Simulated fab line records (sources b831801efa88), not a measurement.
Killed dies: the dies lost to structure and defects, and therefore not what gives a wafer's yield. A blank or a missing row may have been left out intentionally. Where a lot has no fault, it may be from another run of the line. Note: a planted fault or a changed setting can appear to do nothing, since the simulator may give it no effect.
Matching of chambers :: flow gf180mcu :: GF_SAB_ETCH_11 on rie-diel-04: 4 sister chambers
The step etches SiO2 in C4F8/O2/Ar, target depth 55 nm, time 8.5 s. 4 wafers are shown with their chamber, then 12 later ones without.

WAFERS PAIRED WITH THEIR CHAMBERS
wafer: L089.1
chamber: 1
oes-product-au (a.u.): 0.991

wafer: L089.6
chamber: 3
oes-product-au (a.u.): 1.005

wafer: L091.2
chamber: 0
oes-product-au (a.u.): 1.018

wafer: L091.5
chamber: 2
oes-product-au (a.u.): 0.999

WAFERS MISSING THEIR CHAMBER
wafer: L093.3
oes-product-au (a.u.): 1.000

wafer: L093.5
oes-product-au (a.u.): 1.002

wafer: L093.6
oes-product-au (a.u.): 0.992

wafer: L095.1
oes-product-au (a.u.): 1.016

wafer: L095.3
oes-product-au (a.u.): 1.017

wafer: L095.6
oes-product-au (a.u.): 0.997

wafer: L096.1
oes-product-au (a.u.): 1.006

wafer: L096.2
oes-product-au (a.u.): 1.009

wafer: L096.3
oes-product-au (a.u.): 0.997

wafer: L096.4
oes-product-au (a.u.): 1.004

wafer: L096.5
oes-product-au (a.u.): 1.009

wafer: L096.6
oes-product-au (a.u.): 1.019

WHICH CHAMBER EACH ONE RAN IN
wafer: L093.3
from the rows above: can't be placed: 2 or 3
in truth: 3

wafer: L093.5
from the rows above: can't be placed: 3 or 2
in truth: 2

wafer: L093.6
from the rows above: 1
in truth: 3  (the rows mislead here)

wafer: L095.1
from the rows above: 0
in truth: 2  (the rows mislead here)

wafer: L095.3
from the rows above: 0
in truth: 0

wafer: L095.6
from the rows above: can't be placed: 2 or 1
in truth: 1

wafer: L096.1
from the rows above: 3
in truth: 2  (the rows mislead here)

wafer: L096.2
from the rows above: 3
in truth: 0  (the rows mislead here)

wafer: L096.3
from the rows above: can't be placed: 2 or 1
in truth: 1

wafer: L096.4
from the rows above: can't be placed: 3 or 2
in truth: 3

wafer: L096.5
from the rows above: 3
in truth: 3

wafer: L096.6
from the rows above: 0
in truth: 0
Correct placement for 3 of the 12. Not placeable from these rows: 5 (in 5, the candidates include the true chamber). 4 placed wrongly.
How it was worked out, from the rows above alone: a wafer's distance from a chamber is the root of the sum, over the readings, of the square of ((its reading less the chamber's mean) divided by the reading's scatter). The wafer belongs to the nearest chamber; if the next one is less than 2 further off, it can't be placed. For every chamber, the mean is computed from those of its wafers that are shown. The scatter: with one shown wafer a chamber, the root of the mean of the squares of how far each hidden wafer lies from its nearest shown one.
